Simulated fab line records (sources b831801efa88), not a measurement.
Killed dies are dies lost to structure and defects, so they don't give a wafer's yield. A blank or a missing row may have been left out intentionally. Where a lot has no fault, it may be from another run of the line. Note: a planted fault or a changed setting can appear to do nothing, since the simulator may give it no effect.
fab line records	flow sky130
record: lots: 5	wafers: 15	lastDay: 50
route steps=708 shown LOCAL_INTERCONNECT@394 CONTACT@406 PAD_OPEN@708
lots that met no fault: taken from a fault-free run of the same line
startH: hours from the record's opening day to when the first of the lot's shown wafers began	waitH: hours from the lot's prior step to this one	" as in the row above	L1.1+2: a single row standing in for several wafers	- value missing, or start not given	* or withheld: withheld	< > ~ a bound
route shown NAME@n: NAME is a module with steps in the file, n the number in the route of the first one	usual: mean and standard deviation over wafers with no fault	same: alike in all rows	chamber/n: place in a boat	sites: per-site readings	_std_site: standard deviation of those values	_edge_site: outer sites' mean less inner sites'	radiusMm: for every site, how far away it sits from the centre of the wafer	mask NAME#n: copy n	behind: tool/chamber where the wafer was last shaped	hold: what put the lot on hold/how long, in hours/how the hold closed	device: transistor that didn't switch, given as n, p or np	end of line: the route-end tests of the same wafers	a step with no rows: only its recipe	killed: count of dies lost to structure and defects at first sort (not the wafer's yield)	map: a wafer's dies, marking killed ones x, the rest . and places with no die _
set.NAME: the setting that was run; set.NAME@STEP: the one run at that earlier step	model.NAME: the simulator's own value behind a step, which no gauge read
certain route steps with their lots: each step a table, each wafer a row
services: a tool's chamber out of use, with start hour (startH, from the record's first day; less than 0 if before it), hours out, and reason
== steps ==
step: SKY_LOCAL_INTERCONNECT_SOFTBAKE_07
recipe: tempC: 100	timeS: 90	resist: KrF-thick
step: SKY_LOCAL_INTERCONNECT_EXPOSE_08
recipe: maskId: LI1M	na: 0.8	sourceShape: annular	sigmaInner: 0.55	sigmaOuter: 0.85	targetCdNm: 170	doseMj: 28
step: SKY_LOCAL_INTERCONNECT_PEB_09
recipe: pebTempC: withheld	pebTimeS: withheld	resist: KrF-thick
step: SKY_LOCAL_INTERCONNECT_DEVELOP_10
recipe: developTimeS: 60	resist: KrF-thick	devTempC: 21
step: SKY_LOCAL_INTERCONNECT_CD_MEAS_11
recipe: targetCdNm: 170
usual: cdNm: 169.3/1.7
lot.wafer	tool	chamber	startH	waitH	cdNm
L836.1	cdSem-01	-	769.22	-	169.7
L836.4	"	-	"	"	167.9
L836.6	"	-	"	"	169.3
L837.1	cdSem-01	-	775.04	-	174.8
L837.3	"	-	"	"	174.6
L837.4	"	-	"	"	172.7
L844.1	cdSem-02	-	817.58	-	169.5
L844.2	"	-	"	"	169.4
L844.6	"	-	"	"	169.5
L850.2	cdSem-02	-	865.91	-	168.4
L850.4	"	-	"	"	168.3
L850.5	"	-	"	"	167.0
L852.2	cdSem-02	-	874.94	-	170.0
L852.5	"	-	"	"	169.0
L852.6	"	-	"	"	170.3
step: SKY_LOCAL_INTERCONNECT_OVL_MEAS_12
usual: LOCAL_INTERCONNECT_OVL: 4/5.3
lot.wafer	tool	chamber	startH	waitH	LOCAL_INTERCONNECT_OVL[nm]
L836.1	overlay-02	-	769.34	0.1	-1
L836.4	"	-	"	"	-2
L836.6	"	-	"	"	-5
L837.1	overlay-01	-	775.16	0.1	12
L837.3	"	-	"	"	11
L837.4	"	-	"	"	12
L844.1	overlay-02	-	817.70	0.1	7
L844.2	"	-	"	"	12
L844.6	"	-	"	"	3
L850.2	overlay-02	-	866.01	0.1	1
L850.4	"	-	"	"	4
L850.5	"	-	"	"	10
L852.2	overlay-01	-	875.04	0.1	5
L852.5	"	-	"	"	7
L852.6	"	-	"	"	3
step: SKY_LOCAL_INTERCONNECT_ETCH_13
recipe: chemistry: N2/H2	target: BARC	ionEnergyEv: 200	biasW: 100	pressureMtorr: 30	n2FlowSccm: 100	h2FlowSccm: 200	icpW: 500	stopOn: SiO2	timeS: 45.9	targetDepthA: 600
usual: drypumpMotorCurrentA: 5.9/0.46	oesProductAu: 0.855/0.0048	throttleValvePct: 13.224/0.0096
lot.wafer	tool	chamber	startH	waitH	drypumpMotorCurrentA	oesProductAu	rfHoursCounterH	throttleValvePct
L836.1	rieMetal-02	0	769.37	0.0	5.9	0.855	5	13.208
L836.4	"	0	"	"	5.9	0.856	-	13.209
L836.6	"	1	"	"	5.6	0.861	-	13.225
L837.1	rieMetal-03	1	775.19	0.0	5.6	0.855	14	13.210
L837.3	"	1	"	"	5.6	0.857	-	13.228
L837.4	"	0	"	"	5.3	0.848	-	13.213
L844.1	rieMetal-01	1	817.74	0.0	6.6	0.854	8	13.238
L844.2	"	0	"	"	5.6	0.846	5	13.237
L844.6	"	0	"	"	5.6	0.843	-	13.229
L850.2	rieMetal-03	0	866.04	0.0	5.3	0.855	19	13.216
L850.4	"	0	"	"	5.3	0.851	-	13.231
L850.5	"	1	"	"	5.6	0.860	-	13.246
L852.2	rieMetal-01	0	875.07	0.0	5.6	0.856	6	13.220
L852.5	"	0	"	"	5.6	0.857	-	13.214
L852.6	"	1	"	"	6.6	0.854	-	13.230
step: SKY_LOCAL_INTERCONNECT_METAL_ETCH_14
recipe: targetDepthNm: 110	stopOn: PSG	chemistry: Cl2/BCl3	target: TiN	resistSidewallDeg: 88	pressureMtorr: 10	icpW: 900	biasW: 48.5	Cl2_flow_sccm: 60	bcl3FlowSccm: 30	timeS: 31.4
step: SKY_LOCAL_INTERCONNECT_STRIP_15
recipe: chemistry: O2/N2	powerW: 1400	pressureMtorr: 1500	platenTempC: withheld	o2FlowSccm: 3000	n2FlowSccm: 300	overashFraction: 0.5
usual: drypumpMotorCurrentA: 5.61/0.3	oesProductAu: 0.426/0.004	stripTimeToEndpointS: 4.701/0.024
lot.wafer	tool	chamber	startH	waitH	drypumpMotorCurrentA	oesProductAu	rfHoursCounterH	stripTimeToEndpointS
L836.1	plasmaAsher-03	1	769.49	0.0	5.87	0.434	101	4.750
L836.4	"	1	"	"	5.87	0.429	-	4.737
L836.6	"	1	"	"	5.86	0.427	-	4.710
L837.1	plasmaAsher-02	0	775.31	0.0	5.42	0.426	33	4.652
L837.3	"	0	"	"	5.42	0.429	-	4.676
L837.4	"	1	"	"	6.04	0.424	-	4.690
L844.1	plasmaAsher-01	1	817.85	0.0	5.69	0.427	63	4.705
L844.2	"	0	"	"	5.55	0.419	63	4.669
L844.6	"	0	"	"	5.57	0.424	-	4.689
L850.2	plasmaAsher-03	0	866.16	0.0	5.13	0.429	111	4.697
L850.4	"	0	"	"	5.14	0.425	-	4.693
L850.5	"	1	"	"	5.88	0.435	-	4.675
L852.2	plasmaAsher-01	0	875.19	0.0	5.58	0.427	69	4.724
L852.5	"	1	"	"	5.77	0.426	-	4.714
L852.6	"	0	"	"	5.56	0.431	-	4.702
step: SKY_LOCAL_INTERCONNECT_STRIP_16
recipe: chemistry: postEtchResidueRemover	timeS: 1200	tempC: 72.5
step: SKY_LOCAL_INTERCONNECT_CLEAN_17
recipe: chemistry: IPA	timeS: 180	tempC: 25
step: SKY_LOCAL_INTERCONNECT_CLEAN_18
recipe: chemistry: O3/DIW	dry: n2Spin
step: SKY_CONTACT_CVD_00
recipe: material: Si3N4	targetThkNm: 75	tempC: 400	timeS: withheld	rfW: 450
usual: heaterPowerW: 690/79
lot.wafer	tool	chamber	startH	waitH	heaterPowerW	model.Si3N4_of_CONTACT_CVD_00.thkNm
L836.1	pecvd-01	1	770.44	0.0	589	74.97
L836.4	"	2	"	"	723	74.58
L836.6	"	2	"	"	743	74.79
L837.1	pecvd-04	0	775.94	0.0	685	73.13
L837.3	"	2	"	"	649	74.19
L837.4	"	1	"	"	684	74.56
L844.1	pecvd-04	2	818.44	0.0	630	75.05
L844.2	"	0	"	"	632	120.1
L844.6	"	1	"	"	668	77.68
L850.2	pecvd-03	1	866.75	0.0	886	76.72
L850.4	"	0	"	"	713	77.55
L850.5	"	2	"	"	580	77.46
L852.2	pecvd-01	1	875.78	0.0	702	74.83
L852.5	"	1	"	"	691	75.16
L852.6	"	0	"	"	816	76.14
step: SKY_CONTACT_THK_MEAS_01
recipe: reads: Si3N4_of_CONTACT_CVD_00
usual: CONTACT_CVD_00_THK: 75.2/1.1
lot.wafer	tool	chamber	startH	waitH	hold	CONTACT_CVD_00_THK[nm]
L836.1	filmMetro-02	-	770.49	-	-	75.0
L836.4	"	-	"	"	-	74.6
L836.6	"	-	"	"	-	74.8
L837.1	filmMetro-01	-	775.97	-	-	73.2
L837.3	"	-	"	"	-	74.2
L837.4	"	-	"	"	-	74.6
L844.1	filmMetro-01	-	818.48	-	awaitDispo/0.2h/release	75.1
L844.2	"	-	"	"	awaitDispo/0.2h/release	120.2
L844.6	"	-	"	"	awaitDispo/0.2h/release	77.7
L844.1	filmMetro-01	-	818.70	0.2	-	75.1
L844.2	"	-	"	"	-	120.1
L844.6	"	-	"	"	-	77.7
L850.2	filmMetro-03	-	866.79	-	-	76.8
L850.4	"	-	"	"	-	77.5
L850.5	"	-	"	"	-	77.4
L852.2	filmMetro-01	-	875.82	-	-	74.8
L852.5	"	-	"	"	-	75.2
L852.6	"	-	"	"	-	76.1
step: SKY_CONTACT_THK_MEAS_03
recipe: reads: SiO2_of_CONTACT_HDPCVD_02
usual: CONTACT_HDPCVD_THK: 567/6.5
lot.wafer	tool	chamber	startH	waitH	CONTACT_HDPCVD_THK[nm]
L836.1	filmMetro-01	-	770.61	0.0	569
L836.4	"	-	"	"	563
L836.6	"	-	"	"	564
L837.1	filmMetro-03	-	776.10	0.0	565
L837.3	"	-	"	"	571
L837.4	"	-	"	"	553
L844.1	filmMetro-02	-	825.46	0.0	565
L844.2	"	-	"	"	561
L844.6	"	-	"	"	564
L850.2	filmMetro-01	-	866.92	0.0	567
L850.4	"	-	"	"	571
L850.5	"	-	"	"	574
L852.2	filmMetro-03	-	875.95	0.0	568
L852.5	"	-	"	"	565
L852.6	"	-	"	"	586
step: SKY_CONTACT_CMP_04
recipe: material: SiO2	downForcePsi: 4	platenRpm: 60	padVelocityMS: 0.94248
usual: motorCurrentA: 11.7/1.2
lot.wafer	tool	chamber	startH	waitH	motorCurrentA
L836.4	cmp-02	0	770.67	0.0	11.2
L836.1	"	3	"	"	13.1
L836.6	"	1	"	"	11.3
L837.1	cmp-02	1	776.21	0.1	11.7
L837.4	"	2	"	"	14.4
L837.3	"	3	"	"	13.6
L844.1	cmp-01	3	825.57	0.1	11.7
L844.2	"	1	"	"	11.9
L844.6	"	3	"	"	11.4
L850.4	cmp-01	1	866.97	0.0	11.0
L850.2	"	3	"	"	12.0
L850.5	"	2	"	"	11.2
L852.2	cmp-02	1	876.00	0.0	11.6
L852.5	"	1	"	"	12.2
L852.6	"	2	"	"	13.6
step: SKY_CONTACT_BOW_MEAS_05
recipe: mode: bow
usual: CONTACT_BOW: 85/6.6
lot.wafer	tool	chamber	startH	waitH	CONTACT_BOW[um]
L836.1	filmMetro-02	-	770.97	0.1	80
L836.4	"	-	"	"	81
L836.6	"	-	"	"	79
L837.1	filmMetro-01	-	776.46	0.2	89
L837.3	"	-	"	"	80
L837.4	"	-	"	"	82
L844.1	filmMetro-03	-	825.82	0.2	81
L844.2	"	-	"	"	92
L844.6	"	-	"	"	79
L850.2	filmMetro-02	-	867.29	0.2	89
L850.4	"	-	"	"	86
L850.5	"	-	"	"	80
L852.2	filmMetro-01	-	876.32	0.3	88
L852.5	"	-	"	"	75
L852.6	"	-	"	"	94
step: SKY_CONTACT_DEHYDRATE_06
recipe: tempC: 200	timeS: 60
step: SKY_CONTACT_HMDS_07
recipe: primeTimeS: 60	primeTempC: 120
step: SKY_CONTACT_COAT_08
recipe: resist: BARC	tempC: withheld	timeS: withheld	spinRpm: 3000	resistThkNm: 60
step: SKY_CONTACT_COAT_09
recipe: resist: KrF-thick	spinRpm: 3000	resistThkNm: 450
step: SKY_CONTACT_SOFTBAKE_10
recipe: tempC: 100	timeS: 90	resist: KrF-thick
step: SKY_CONTACT_EXPOSE_11
recipe: maskId: CTM1	na: 0.8	sourceShape: annular	sigmaInner: 0.55	sigmaOuter: 0.85	targetCdNm: 170	doseMj: 38
step: SKY_CONTACT_PEB_12
recipe: pebTempC: withheld	pebTimeS: withheld	resist: KrF-thick
step: SKY_CONTACT_DEVELOP_13
recipe: developTimeS: 60	resist: KrF-thick	devTempC: 21
step: SKY_CONTACT_CD_MEAS_14
recipe: targetCdNm: 170
usual: cdNm: 170.1/1.4
lot.wafer	tool	chamber	startH	waitH	cdNm
L836.1	cdSem-02	-	798.19	-	171.2
L836.4	"	-	"	"	170.1
L836.6	"	-	"	"	169.4
L837.1	cdSem-02	-	801.96	-	168.6
L837.3	"	-	"	"	168.7
L837.4	"	-	"	"	169.5
L844.1	cdSem-02	-	845.21	-	172.4
L844.2	"	-	"	"	169.9
L844.6	"	-	"	"	170.8
L850.2	cdSem-01	-	892.68	-	169.5
L850.4	"	-	"	"	171.7
L850.5	"	-	"	"	172.1
L852.2	cdSem-01	-	901.08	-	171.9
L852.5	"	-	"	"	172.2
L852.6	"	-	"	"	171.2
step: SKY_CONTACT_OVL_MEAS_15
usual: CONTACT_OVL: 3/4.9
lot.wafer	tool	chamber	startH	waitH	CONTACT_OVL[nm]
L836.1	overlay-02	-	798.31	0.1	1
L836.4	"	-	"	"	-3
L836.6	"	-	"	"	0
L837.1	overlay-01	-	802.08	0.1	-6
L837.3	"	-	"	"	-4
L837.4	"	-	"	"	-2
L844.1	overlay-01	-	845.33	0.1	0
L844.2	"	-	"	"	11
L844.6	"	-	"	"	4
L850.2	overlay-01	-	892.79	0.1	-2
L850.4	"	-	"	"	1
L850.5	"	-	"	"	12
L852.2	overlay-01	-	901.19	0.1	0
L852.5	"	-	"	"	2
L852.6	"	-	"	"	-1
step: SKY_CONTACT_ETCH_16
recipe: chemistry: N2/H2	target: BARC	ionEnergyEv: 200	sourceW: 500	biasW: 100	pressureMtorr: 30	n2FlowSccm: 100	h2FlowSccm: 200	stopOn: SiO2	timeS: 45.9	targetDepthA: 600
usual: drypumpMotorCurrentA: 6.1/0.4	oesProductAu: 0.855/0.0048	throttleValvePct: 13.223/0.0092
lot.wafer	tool	chamber	startH	waitH	drypumpMotorCurrentA	oesProductAu	rfHoursCounterH	throttleValvePct
L836.1	rieDiel-03	3	798.34	0.0	6.1	0.855	19	13.232
L836.4	"	2	"	"	5.5	0.857	14	13.197
L836.6	"	1	"	"	6.3	0.859	-	13.222
L837.1	rieDiel-02	0	802.12	0.0	6.2	0.854	18	13.234
L837.3	"	3	"	"	6.1	0.853	10	13.229
L837.4	"	1	"	"	5.4	0.854	4	13.227
L844.1	rieDiel-03	0	845.37	0.0	6.6	0.859	11	13.221
L844.2	"	3	"	"	6.1	0.858	21	13.219
L844.6	"	1	"	"	6.3	0.861	-	13.230
L850.2	rieDiel-01	3	892.82	0.0	6.0	0.850	13	13.216
L850.4	"	3	"	"	6.0	0.855	-	13.224
L850.5	"	1	"	"	6.2	0.858	-	13.217
L852.2	rieDiel-01	3	901.22	0.0	6.0	0.857	14	13.231
L852.5	"	2	"	"	5.3	0.851	-	13.230
L852.6	"	1	"	"	6.1	0.854	-	13.236
step: SKY_CONTACT_ETCH_17
recipe: target: SiO2	chemistry: C4F8/O2/Ar	stopOn: Si3N4	maskMaterial: KrF-thick	sourceW: 1500	biasW: 1200	pressureMtorr: 40	c4f8FlowSccm: withheld	O2_flow_sccm: 6	Ar_flow_sccm: 300	timeS: withheld	targetDepthA: 3400
step: SKY_CONTACT_ETCH_18
recipe: target: Si3N4	chemistry: CHF3/O2	stopOn: TiN	sourceW: 600	biasW: 200	pressureMtorr: 40	chf3FlowSccm: 50	O2_flow_sccm: 5	timeS: 39	targetDepthA: 750
usual: chf3FlowSccm: 49.99/0.14	drypumpMotorCurrentA: 6.0/0.4	oesProductAu: 0.856/0.0077	throttleValvePct: 8.795/0.01
lot.wafer	tool	chamber	startH	waitH	chf3FlowSccm	drypumpMotorCurrentA	oesProductAu	rfHoursCounterH	throttleValvePct	model.etch.depthNm
L836.1	rieDiel-03	3	-	-	50.08	6.1	0.858	19	8.805	74.97
L836.4	"	2	"	"	50.15	5.5	0.843	14	8.776	74.58
L836.6	"	1	"	"	49.79	6.3	0.851	-	8.804	74.79
L837.1	rieDiel-02	0	-	-	49.96	6.2	0.844	18	8.802	73.13
L837.3	"	3	"	"	49.69	6.1	0.855	10	8.796	74.19
L837.4	"	1	"	"	49.95	5.4	0.846	4	8.798	74.56
L844.1	rieDiel-03	0	-	-	49.92	6.6	0.853	11	8.801	75.05
L844.2	"	3	"	"	49.97	6.1	0.977	21	8.809	95.26
L844.6	"	1	"	"	49.81	6.3	0.869	-	8.802	77.68
L850.2	rieDiel-01	3	-	-	50.18	6.0	0.864	14	8.783	76.72
L850.4	"	3	"	"	49.92	6.0	0.876	-	8.812	77.55
L850.5	"	1	"	"	50.08	6.1	0.869	-	8.793	77.46
L852.2	rieDiel-01	3	-	-	49.90	6.0	0.853	14	8.797	74.83
L852.5	"	2	"	"	49.88	5.3	0.851	-	8.796	75.16
L852.6	"	1	"	"	49.78	6.1	0.862	-	8.805	76.14
step: SKY_CONTACT_STRIP_19
recipe: chemistry: O2/N2	powerW: 1400	pressureMtorr: 1500	platenTempC: withheld	o2FlowSccm: 3000	n2FlowSccm: 300	overashFraction: 0.5
usual: drypumpMotorCurrentA: 5.60/0.25	oesProductAu: 0.381/0.0047	stripTimeToEndpointS: 3.63/0.034
lot.wafer	tool	chamber	startH	waitH	drypumpMotorCurrentA	oesProductAu	rfHoursCounterH	stripTimeToEndpointS
L836.1	plasmaAsher-01	1	798.48	-	5.68	0.385	61	3.72
L836.4	"	0	"	"	5.56	0.381	-	3.68
L836.6	"	1	"	"	5.70	0.382	-	3.63
L837.1	plasmaAsher-01	1	802.25	-	5.70	0.383	62	3.58
L837.3	"	1	"	"	5.71	0.383	-	3.63
L837.4	"	0	"	"	5.56	0.371	-	3.63
L844.1	plasmaAsher-04	1	845.50	-	5.90	0.381	9	3.60
L844.2	"	0	"	"	5.41	0.385	9	3.67
L844.6	"	1	"	"	5.91	0.375	-	3.61
L850.2	plasmaAsher-01	0	892.95	-	5.55	0.383	71	3.53
L850.4	"	0	"	"	5.55	0.378	-	3.59
L850.5	"	1	"	"	5.76	0.377	-	3.64
L852.2	plasmaAsher-03	1	901.35	-	5.86	0.378	114	3.56
L852.5	"	0	"	"	5.12	0.388	-	3.65
L852.6	"	1	"	"	5.86	0.382	-	3.65
step: SKY_PAD_OPEN_PROBE_99
usual: killed_at_M0_to_M3: 43/6.1	killed_at_M4_up: 3.5/2	killedAtContacts: 25/5.1	killedAtFrontEnd: 14/4.2	killedAtOther: 0.3/0.55	killedDies: 86/8.3	killedOnRim: 17/3.7	killedOpen: 46/7.2	killedShort: 39/6
same: grossDies: 492	killedAtBackSide: 0
lot.wafer	tool	chamber	startH	waitH	hold	killed_at_M0_to_M3	killed_at_M4_up	killedAtContacts	killedAtFrontEnd	killedAtOther	killedDies	killedOnRim	killedOpen	killedShort
L836.1	prober-01	-	1123.94	0.1	-	41	3	18	14	0	76	15	31	45
L836.4	prober-01	-	1124.09	0.2	-	43	4	31	20	0	98	19	60	38
L836.6	prober-01	-	1124.19	0.2	-	31	4	21	19	0	75	14	35	40
L837.1	prober-02	-	1126.76	0.1	-	40	5	22	12	0	79	11	34	45
L837.3	prober-02	-	1126.86	0.2	-	48	2	29	6	0	85	15	56	28
L837.4	prober-02	-	1126.91	0.2	-	42	3	26	9	1	81	14	46	35
L844.1	prober-01	-	1156.98	0.1	awaitDispo/2.4h/release	37	5	26	25	1	94	19	50	44
L844.2	prober-01	-	1157.03	0.1	awaitDispo/2.4h/release	43	2	426	20	1	492	96	53	41
L844.6	prober-01	-	1157.23	0.2	awaitDispo/2.4h/release	52	3	24	10	0	89	20	46	43
L850.2	prober-02	-	1190.43	0.1	-	36	0	24	12	0	72	15	47	25
L850.4	prober-02	-	1190.53	0.2	-	52	2	26	11	0	91	14	60	30
L850.5	prober-02	-	1190.58	0.2	-	54	3	17	12	1	87	14	57	30
L852.2	prober-02	-	1195.10	0.1	-	49	2	20	17	0	88	11	52	36
L852.5	prober-02	-	1195.25	0.2	-	43	2	24	20	3	92	13	51	41
L852.6	prober-02	-	1195.30	0.2	-	47	2	23	20	0	92	16	54	38
killed by level:class
L836.1 CONTACT:geometricParticle:short=9 VIA1:geometricParticle:open=7 METAL2:geometricParticle:short=7 FIELD_ISO:geometricParticle:short=6 VIA3:geometricParticle:short=6 VIA2:geometricParticle:open=6 VIA3:geometricParticle:open=5 LOCAL_INTERCONNECT:geometricParticle:short=4
L836.4 VIA1:geometricParticle:open=12 VIA3:geometricParticle:open=9 CONTACT:geometricParticle:open=8 FIELD_ISO:geometricParticle:open=7 LOCAL_INTERCONNECT:geometricParticle:short=7 VIA2:geometricParticle:open=7 FIELD_ISO:geometricParticle:short=6 LI_CONTACT:geometricParticle:open=6
L836.6 LI_CONTACT:geometricParticle:short=7 VIA3:geometricParticle:open=7 FIELD_ISO:geometricParticle:short=6 METAL2:geometricParticle:short=6 FIELD_ISO:geometricParticle:open=5 LI_CONTACT:geometricParticle:open=5 POLY_GATE:geometricParticle:short=4 LOCAL_INTERCONNECT:geometricParticle:short=4
L837.1 VIA1:geometricParticle:open=12 METAL1:geometricParticle:short=10 CONTACT:geometricParticle:open=8 CONTACT:geometricParticle:short=7 VIA1:geometricParticle:short=5 FIELD_ISO:geometricParticle:short=4 LI_CONTACT:geometricParticle:open=3 VIA2:geometricParticle:open=3
L837.3 CONTACT:geometricParticle:open=14 VIA1:geometricParticle:open=14 LI_CONTACT:geometricParticle:open=8 VIA2:geometricParticle:open=7 METAL1:geometricParticle:short=5 VIA3:geometricParticle:open=4 METAL2:geometricParticle:short=4 VIA1:geometricParticle:short=3
L837.4 VIA1:geometricParticle:open=15 CONTACT:geometricParticle:short=7 CONTACT:geometricParticle:open=6 LOCAL_INTERCONNECT:geometricParticle:short=5 VIA2:geometricParticle:open=5 LI_CONTACT:geometricParticle:open=4 VIA3:geometricParticle:open=4 METAL2:geometricParticle:short=3
L844.1 LI_CONTACT:geometricParticle:open=13 CONTACT:geometricParticle:open=8 FIELD_ISO:geometricParticle:short=7 FIELD_ISO:geometricParticle:open=6 POLY_GATE:geometricParticle:open=6 VIA1:geometricParticle:open=6 VIA2:geometricParticle:short=6 POLY_GATE:geometricParticle:short=5
L844.2 CONTACT:areaEtch=397 VIA1:geometricParticle:open=12 CONTACT:geometricParticle:open=12 LI_CONTACT:geometricParticle:open=8 FIELD_ISO:geometricParticle:open=5 POLY_GATE:geometricParticle:short=5 METAL2:geometricParticle:short=5 VIA3:geometricParticle:open=4
L844.6 VIA2:geometricParticle:open=11 VIA1:geometricParticle:open=10 CONTACT:geometricParticle:open=10 CONTACT:geometricParticle:short=7 METAL1:geometricParticle:short=6 VIA3:geometricParticle:short=6 VIA1:geometricParticle:short=5 VIA3:geometricParticle:open=4
L850.2 VIA1:geometricParticle:open=13 CONTACT:geometricParticle:open=12 FIELD_ISO:geometricParticle:open=7 VIA1:geometricParticle:short=7 CONTACT:geometricParticle:short=4 METAL1:geometricParticle:short=4 VIA3:geometricParticle:open=4 LI_CONTACT:geometricParticle:open=3
L850.4 VIA1:geometricParticle:open=16 CONTACT:geometricParticle:open=11 VIA2:geometricParticle:open=11 METAL2:geometricParticle:short=8 LI_CONTACT:geometricParticle:open=7 VIA3:geometricParticle:open=6 LOCAL_INTERCONNECT:geometricParticle:short=5 METAL3:geometricParticle:short=4
L850.5 VIA1:geometricParticle:open=16 VIA2:geometricParticle:open=8 CONTACT:geometricParticle:open=8 VIA3:geometricParticle:open=7 VIA1:geometricParticle:short=5 FIELD_ISO:geometricParticle:open=4 POLY_GATE:geometricParticle:open=4 METAL2:geometricParticle:short=4
L852.2 VIA1:geometricParticle:open=12 VIA2:geometricParticle:open=12 VIA3:geometricParticle:open=9 POLY_GATE:geometricParticle:short=6 CONTACT:geometricParticle:short=6 METAL1:geometricParticle:short=6 METAL2:geometricParticle:short=6 CONTACT:geometricParticle:open=5
L852.5 VIA3:geometricParticle:open=12 CONTACT:geometricParticle:open=12 VIA1:geometricParticle:open=10 METAL1:geometricParticle:short=8 POLY_GATE:geometricParticle:short=6 POLY_GATE:geometricParticle:open=6 LI_CONTACT:geometricParticle:open=4 CONTACT:geometricParticle:short=4
L852.6 LI_CONTACT:geometricParticle:open=12 VIA1:geometricParticle:open=12 VIA2:geometricParticle:open=8 CONTACT:geometricParticle:open=7 VIA1:geometricParticle:short=7 METAL1:geometricParticle:short=6 FIELD_ISO:geometricParticle:short=5 POLY_GATE:geometricParticle:open=5
map L844.2 (x killed, . not)
__________xxxxxxxxxx_________
________xxxxxxxxxxxxxx_______
______xxxxxxxxxxxxxxxxxx_____
_____xxxxxxxxxxxxxxxxxxxx____
____xxxxxxxxxxxxxxxxxxxxxx___
___xxxxxxxxxxxxxxxxxxxxxxxx__
__xxxxxxxxxxxxxxxxxxxxxxxxxx_
_xxxxxxxxxxxxxxxxxxxxxxxxxxxx
_xxxxxxxxxxxxxxxxxxxxxxxxxxxx
_xxxxxxxxxxxxxxxxxxxxxxxxxxxx
_xxxxxxxxxxxxxxxxxxxxxxxxxxxx
_xxxxxxxxxxxxxxxxxxxxxxxxxxxx
_xxxxxxxxxxxxxxxxxxxxxxxxxxxx
_xxxxxxxxxxxxxxxxxxxxxxxxxxxx
_xxxxxxxxxxxxxxxxxxxxxxxxxxxx
__xxxxxxxxxxxxxxxxxxxxxxxxxx_
___xxxxxxxxxxxxxxxxxxxxxxxx__
____xxxxxxxxxxxxxxxxxxxxxx___
_____xxxxxxxxxxxxxxxxxxxx____
______xxxxxxxxxxxxxxxxxx_____
________xxxxxxxxxxxxxx_______
__________xxxxxxxxxx_________
map L837.3 (x killed, . not)
__________xx.x...x.._________
________.....x........_______
______...x..........x..._____
_____xx.xx..........x....____
____...........xx..xx.....___
___......x.....x.....x.x...__
__.............xx...xx......_
_..........xx......x.xx......
_...x.......x..............x.
_.x.....x...x.........x......
_.....x..xxx..........x......
_..x......xx.x....x..........
_.x..x.x..x.........x........
_...x..............x...x.....
_x.x........x.........x......
__.......x.x.x...x......x.x._
___x....x..x...x...x.......__
____x...xxx........x......___
_____........x....x...x..____
______x...x......x..xx.x_____
________............x._______
__________.......x.._________
== services ==
tool	chamber	startH	hours	kind
cmp-01	-	748.25	4.5	pm
pecvd-04	-	758.77	3.2	repair
cmp-02	-	758.89	4.4	pm
rieDiel-02	0	759.90	17.1	repair
cmp-01	-	763.07	1.6	repair
rieDiel-02	-	763.51	2.8	pm
plasmaAsher-03	-	764.58	2.8	pm
rieDiel-01	3	773.08	4.9	repair
pecvd-04	-	784.01	1.1	repair
rieDiel-03	2	789.80	3.1	repair
cmp-02	-	797.44	2.2	repair
rieDiel-01	1	798.09	1.6	repair
cmp-02	-	800.26	9.4	pm
pecvd-04	-	816.19	0.6	repair
pecvd-01	-	816.73	5.5	pm
rieDiel-01	1	821.56	3.4	repair
rieDiel-02	2	830.30	5.9	repair
rieMetal-01	0	836.15	19.3	repair
cmp-01	-	837.65	4.2	repair
rieDiel-01	-	838.49	2.8	pm
rieDiel-01	-	841.29	0.9	repair
cmp-02	-	860.20	5.3	repair
rieDiel-01	0	867.30	57.4	repair
plasmaAsher-03	-	877.54	2.7	repair
== key ==
firstSign: step: SKY_CONTACT_THK_MEAS_01	reading: visit	direction: added
effect: step: SKY_CONTACT_THK_MEAS_01	reading: CONTACT_CVD_00_THK	direction: up	sigmas: 41	usual: 75.2	struck: 120.2
effect: step: SKY_CONTACT_ETCH_18	reading: oesProductAu	direction: up	sigmas: 16	usual: 0.856	struck: 0.977
effect: step: SKY_PAD_OPEN_PROBE_99	reading: killedAtContacts	direction: up	sigmas: 79	usual: 25	struck: 426
modelEffect: step: SKY_CONTACT_CVD_00	value: Si3N4_of_CONTACT_CVD_00.thkNm	without: 74.56	struck: 120.1
modelEffect: step: SKY_CONTACT_ETCH_18	value: etch.depthNm	without: 74.56	struck: 95.26
moreKillsBornAt: SKY_CONTACT_ETCH_18@rieDiel-03: 397
metAt SKY_CONTACT_CVD_00
struckWafers L844.2
laterRowsLeftOut L844.2
testerLeftOut L844
onsetBetween 775.94 818.44
fault: kind: processParameterDrift	tool: pecvd-04	chamber: -	onsetH: 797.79	steps: SKY_CONTACT_CVD_00	channel: targetThkNm	offset: 45.913	shape: step	endH: 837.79	scope: struckWafersOnly	actsIn: theseRecipesOnly	stated: 75
testerLeftOut: of these lots the tester's yield and bins aren't shown, on N5 and GAA mostly nor the transistor test; their killed dies are dies lost to structure and defects alone, not to doping, threshold or leakage, so they don't give the yield
laterRowsLeftOut: the simulator's readings of these wafers behind a module that went badly wrong aren't trusted and aren't shown, but for the sort
